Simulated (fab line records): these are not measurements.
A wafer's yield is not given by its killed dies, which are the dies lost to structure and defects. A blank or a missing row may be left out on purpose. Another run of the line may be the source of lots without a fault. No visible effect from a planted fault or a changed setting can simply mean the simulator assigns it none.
Which tool did it? ; flow sky130 ; 14 lots with 42 wafers sampled at 4 steps, on a route of 708 steps

WHAT EACH GAUGE READ, for each wafer
SKY_VT_ADJUST_PCH_OVL_MEAS_07. Usual: VT_ADJUST_PCH_OVL typically reads -0.6 nm, with standard deviation 1.3.
lot;measured;on;VT_ADJUST_PCH_OVL (nm);flag
L767;day 10 06:52;overlay-02;-0.7 -1.8 -0.4;
L768;day 10 13:48;overlay-01;-1.7 -1.0 0.8;
L770;day 11 08:05;overlay-01;1.4 1.4 2.2;
L779;day 14 02:51;overlay-01;-1.1 -1.0 -2.9;
L780;day 14 13:26;overlay-01;-4.0 -2.3 -3.1;
L781;day 15 01:37;overlay-02;-0.2 0.0 -0.4;
L783;day 15 20:50;overlay-02;0.2 -0.3 0.2;
L784;day 16 05:44;overlay-02;-0.2 -1.4 0.1;
L785;day 16 14:23;overlay-01;-0.1 -1.6 -1.7;
L786;day 16 20:05;overlay-02;0.0 0.5 -0.1;
L787;day 17 00:22;overlay-02;-1.4 -0.8 -1.9;
L788;day 17 06:20;overlay-02;-2.2 -2.0 -1.3;
L790;day 17 15:14;overlay-02;-2.8 -1.5 -2.2;
L789;day 17 19:32;overlay-01;-0.3 0.3 0.2;

SKY_SONOS_TUNNEL_TW_MEAS_12. Usual: SONOS_TUNNEL_TW typically reads 196.9, with standard deviation 1.8.
lot;measured;on;SONOS_TUNNEL_TW;flag
L767;day 11 06:26;film metro-02;199.4 199.6 201.7;
L768;day 11 12:46;film metro-04;194.6 195.6 194.8;
L770;day 12 08:58;film metro-01;195.1 195.4 195.2;
L779;day 15 05:19;film metro-01;29.5 29.7 29.6;OFF
L780;day 15 16:17;film metro-02;30.1 30.2 30.3;OFF
L781;day 16 05:58;film metro-04;195.5 196.6 195.5;
L783;day 17 01:31;film metro-01;194.2 194.9 195.1;
L784;day 17 11:11;film metro-04;196.0 196.7 197.4;
L785;day 17 20:18;film metro-04;197.3 197.8 197.0;
L786;day 18 02:13;film metro-02;198.0 197.9 198.3;
L787;day 18 06:16;film metro-02;198.5 198.6 198.3;
L788;day 18 12:31;film metro-01;197.1 196.1 196.8;
L790;day 18 21:38;film metro-01;195.2 195.6 196.0;
L789;day 19 02:34;film metro-01;195.6 195.2 194.2;

SKY_POLY_GATE_THK_MEAS_04. Usual: POLY_GATE_CVD_03_THK typically reads 74.8 nm, with standard deviation 0.7.
lot;measured;on;POLY_GATE_CVD_03_THK (nm);flag
L767;day 15 00:02;film metro-03;74.6 74.7 74.7;
L768;day 15 05:41;film metro-02;74.7 75.5 74.8;
L770;day 16 05:32;film metro-01;76.4 75.5 76.3;
L781;day 20 14:25;film metro-02;74.4 73.9 73.9;
L783;day 21 11:22;film metro-03;74.4 74.0 74.3;
L784;day 21 23:31;film metro-01;75.0 74.6 75.0;
L785;day 22 04:53;film metro-03;74.9 74.7 75.2;
L786;day 22 12:16;film metro-03;75.3 75.3 75.2;
L787;day 22 13:37;film metro-03;75.0 75.5 75.1;
L788;day 22 22:43;film metro-03;76.1 75.9 75.8;
L790;day 23 04:14;film metro-01;74.9 75.2 75.4;
L789;day 23 12:13;film metro-01;75.1 74.9 75.0;

EACH LOT AND THE TOOL THAT RAN IT (in order: tool; ch and the chambers of the sampled wafers; start)
lot;SKY_SONOS_TUNNEL_IMPLANT_09
L767;implanter-02 ch 0, day 11 06:02
L768;implanter-03 ch 0, day 11 12:16
L770;implanter-03 ch 0, day 12 08:35
L779;implanter-03, day 15 04:55
L780;implanter-02, day 15 15:54
L781;implanter-04 ch 0, day 16 05:32
L783;implanter-04 ch 0, day 17 01:08
L784;implanter-02 ch 0, day 17 10:47
L785;implanter-02 ch 0, day 17 19:55
L786;implanter-03 ch 0, day 18 01:49
L787;implanter-02 ch 0, day 18 05:45
L788;implanter-03 ch 0, day 18 12:07
L790;implanter-02 ch 0, day 18 21:12
L789;implanter-02 ch 0, day 19 01:57
- SKY_SONOS_TUNNEL_IMPLANT_09

AS READ BY THE TOOLS THEMSELVES (means over the sampled wafers that have a number; for cases with no such wafer, the mark the record gives instead)
SKY_SONOS_TUNNEL_IMPLANT_09. Usual: beam energy keV 19.999, standard deviation 0.006; beam on s 10.03 s, standard deviation 0.19.
lot;tool;beam energy keV;beam on s (s);flag
L767;implanter-02;19.999;10.03;
L768;implanter-03;19.997;10.08;
L770;implanter-03;20.004;10.16;
L779;implanter-03;-;-;OFF
L780;implanter-02;-;-;OFF
L781;implanter-04;19.992;10.07;
L783;implanter-04;19.997;10.11;
L784;implanter-02;20.006;10.12;
L785;implanter-02;19.994;9.93;
L786;implanter-03;20.000;9.92;
L787;implanter-02;20.000;10.00;
L788;implanter-03;19.996;9.85;
L790;implanter-02;19.994;9.93;
L789;implanter-02;19.996;10.20;

THE ANSWER, worked out from the rows above alone
Rule: a lot counts as off when the mean over its wafers that have a number is more than 3 standard deviations away from the usual mean. Also off: a lot with no number at a reading for which 4 or more lots have one. Any other lot the step has rows for is counted as sound. Order of review: gauges by route order, followed by the tools' own readings, for which a lot's mean as printed above is used. The first step at which some lot is off is used, and at that step the reading that is off furthest; a lot without a number counts as furthest.
Off: L779, L780, seen at SKY_SONOS_TUNNEL_TW_MEAS_12 (SONOS_TUNNEL_TW).
If a tool, at a process step before that reading, ran all the lots that are off and no sound lot after the first of them, it fits. Not tried: the gauges at SKY_SONOS_TUNNEL_TW_MEAS_12; whatever is off there is also off at SKY_SONOS_TUNNEL_IMPLANT_09, on other tools, and gauge error can't account for it. No candidate that was tried fits.

WHAT THE SIMULATOR HAD INSERTED
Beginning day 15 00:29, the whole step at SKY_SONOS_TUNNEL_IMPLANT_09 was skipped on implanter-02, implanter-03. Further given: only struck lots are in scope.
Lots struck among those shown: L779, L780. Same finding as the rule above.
